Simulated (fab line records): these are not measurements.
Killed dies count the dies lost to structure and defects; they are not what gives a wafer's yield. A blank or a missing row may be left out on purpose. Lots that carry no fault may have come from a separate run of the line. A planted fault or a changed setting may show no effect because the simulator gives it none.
Struck lot and sound lot, side by side | flow gf180mcu | 44 steps out of a route of 602
Sound: the wafers L463.2, L463.3, L463.6. Wafers L451.1, L451.2, L451.6 were the ones struck. The cause is named last.
For every step that has rows: the tool of each side, followed by ch and its chambers, followed by its first start. Under that, the readings that differ: sound wafers | struck wafers | difference of the means | sigmas: that difference in standard deviations of wafers without a fault.
alike: readings whose means differ by less than 2 such deviations, and words and numbers that are the same on both sides. not compared: withheld readings, readings that some wafer has no value for, bounds like >300 that may hide the same value, and numbers for which the record gives no deviation and whose values overlap.
The two part at a step that has a row with sigmas, a row that says differs or no value, or rows on one side only. When numbers do not overlap yet have no deviation, they are printed without sigmas and do not part them. A reading missing from all wafers of one side parts the sides only when that side holds two or more wafers.

first, 5 steps without rows for these wafers: GF_HV_LDD_COAT_02 (resist thk 1000 nm); GF_HV_LDD_SOFTBAKE_03 (time 60 s); GF_HV_LDD_EXPOSE_04 (exposes mask Nplus LV AREA, target cd 400 nm); GF_HV_LDD_PEB_05; GF_HV_LDD_DEVELOP_06 (develop time 60 s).
GF_HV_LDD_CD_MEAS_07 targets a cd of 400 nm.
  sound: cd-sem-01 at day 15 10:47; struck: cd-sem-01 at day 11 14:34
  alike: cd-nm
GF_HV_LDD_OVL_MEAS_08:
  sound: overlay-02 at day 15 10:53; struck: overlay-02 at day 11 14:41
  reading         | sound       | struck         | difference | sigmas
  HV_LDD_OVL (nm) | 2.3 3.2 4.5 | -0.7 -3.1 -0.7 | -4.8       | -3
after that, 1 step had no rows for these wafers: GF_HV_LDD_IMPLANT_09.
GF_HV_LDD_STRIP_10: strips in O2/N2.
  sound on plasma-asher-01 ch 0,1, day 15 11:04; struck on plasma-asher-03 ch 0,1, day 11 14:52
  alike: drypump-motor-current-A, heater-power-w, oes-product-au, strip-time-to-endpoint-s
  not compared: rf-hours-counter-h
GF_HV_LDD_TW_MEAS_11:
  sound: film-metro-04 at day 15 11:11; struck: film-metro-04 at day 11 14:58
  alike: HV_LDD_TW
then, 2 steps without rows for these wafers: GF_HV_LDD_DEHYDRATE_12 (time 60 s); GF_HV_LDD_HMDS_13 (prime time 60 s).
GF_HV_LDD_COAT_14: resist thk 1000 nm.
  struck on litho-track-04, day 12 00:19; sound on litho-track-04 ch 0, day 15 21:23
  no value came back on the struck wafers for chill-plate-temp-C (C), dispense-pressure-kPa (kPa); on the sound wafers chill-plate-temp-C (C) reads 23.19 23.00 23.09
then, 4 steps without rows for these wafers: GF_HV_LDD_SOFTBAKE_15 (time 60 s); GF_HV_LDD_EXPOSE_16 (exposes mask Pplus LV AREA, target cd 400 nm); GF_HV_LDD_PEB_17; GF_HV_LDD_DEVELOP_18 (develop time 60 s).
GF_HV_LDD_CD_MEAS_19 targets a cd of 400 nm.
  sound: cd-sem-02 at day 16 08:55; struck: cd-sem-02 at day 12 10:13
  reading    | sound             | struck | difference                    | sigmas
  cd-nm (nm) | 398.4 398.6 397.1 | - - -  | no value on the struck wafers |
GF_HV_LDD_OVL_MEAS_20:
  sound: overlay-01 at day 16 09:01; struck: overlay-01 at day 12 10:20
  reading            | sound        | struck | difference                    | sigmas
  HV_LDD_01_OVL (nm) | -2.2 2.4 0.0 | - - -  | no value on the struck wafers |
after that, 1 step had no rows for these wafers: GF_HV_LDD_IMPLANT_21.
GF_HV_LDD_STRIP_22: strips in O2/N2.
  sound on plasma-asher-01 ch 0, day 16 09:11; struck on plasma-asher-01 ch 0,1, day 12 10:31
  no value came back on the struck wafers for oes-product-au (a.u.), strip-time-to-endpoint-s (s); on the sound wafers oes-product-au (a.u.) reads 0.730 0.735 0.729
  alike: drypump-motor-current-A, heater-power-w
  not compared: rf-hours-counter-h
GF_HV_LDD_TW_MEAS_23:
  sound: film-metro-01 at day 16 09:18; struck: film-metro-04 at day 12 10:37
  reading     | sound          | struck         | difference | sigmas
  HV_LDD_2_TW | 1044 1045 1042 | 1059 1050 1052 | +10        | +2
then, 7 steps without rows for these wafers: GF_HV_LDD_DEHYDRATE_24 (time 60 s); GF_HV_LDD_HMDS_25 (prime time 60 s); GF_HV_LDD_COAT_26 (resist thk 1000 nm); GF_HV_LDD_SOFTBAKE_27 (time 60 s); GF_HV_LDD_EXPOSE_28 (exposes mask Nplus HV AREA, target cd 400 nm); GF_HV_LDD_PEB_29; GF_HV_LDD_DEVELOP_30 (develop time 60 s).
GF_HV_LDD_CD_MEAS_31 targets a cd of 400 nm.
  sound: cd-sem-02 at day 17 07:59; struck: cd-sem-02 at day 13 06:13
  alike: cd-nm
GF_HV_LDD_OVL_MEAS_32:
  sound: overlay-01 at day 17 08:05; struck: overlay-02 at day 13 06:20
  alike: HV_LDD_02_OVL
then, 4 steps without rows for these wafers: GF_HV_LDD_IMPLANT_33; GF_HV_LDD_IMPLANT_34; GF_HV_LDD_IMPLANT_35; GF_HV_LDD_IMPLANT_36.
GF_HV_LDD_STRIP_37: strips in O2/N2.
  sound on plasma-asher-03 ch 1, day 17 08:43; struck on plasma-asher-01 ch 0,1, day 13 06:58
  alike: drypump-motor-current-A, heater-power-w, oes-product-au, strip-time-to-endpoint-s
  not compared: rf-hours-counter-h
GF_HV_LDD_TW_MEAS_38:
  sound: film-metro-01 at day 17 08:50; struck: film-metro-04 at day 13 07:04
  reading     | sound          | struck         | difference | sigmas
  HV_LDD_3_TW | 1431 1424 1427 | 1585 1589 1593 | +162       | +22
then, 5 steps without rows for these wafers: GF_HV_LDD_DEHYDRATE_39 (time 60 s); GF_HV_LDD_HMDS_40 (prime time 60 s); GF_HV_LDD_COAT_41 (resist thk 1000 nm); GF_HV_LDD_SOFTBAKE_42 (time 60 s); GF_HV_LDD_EXPOSE_43 (exposes mask Pplus HV AREA, target cd 400 nm).
GF_HV_LDD_TW_MEAS_50:
  sound: film-metro-01 at day 18 08:05; struck: film-metro-03 at day 14 03:37
  reading     | sound       | struck         | difference | sigmas
  HV_LDD_4_TW | 565 569 565 | 1106 1105 1109 | +540       | +99 or more
-- the record jumps here: 16 days lie between the struck wafers' starts before and after (it left off in module HV_LDD and takes up again in module PASSIVATION, whose first step shown is number 602 of the route) --
GF_PASSIVATION_PROBE_99:
  only the struck wafers here have rows in the record (prober-02, day 30 14:36); the sound ones have none

WHERE THEY PART
First at GF_HV_LDD_OVL_MEAS_08; last, within this record, at GF_PASSIVATION_PROBE_99.

WHY: the cause the simulator had injected
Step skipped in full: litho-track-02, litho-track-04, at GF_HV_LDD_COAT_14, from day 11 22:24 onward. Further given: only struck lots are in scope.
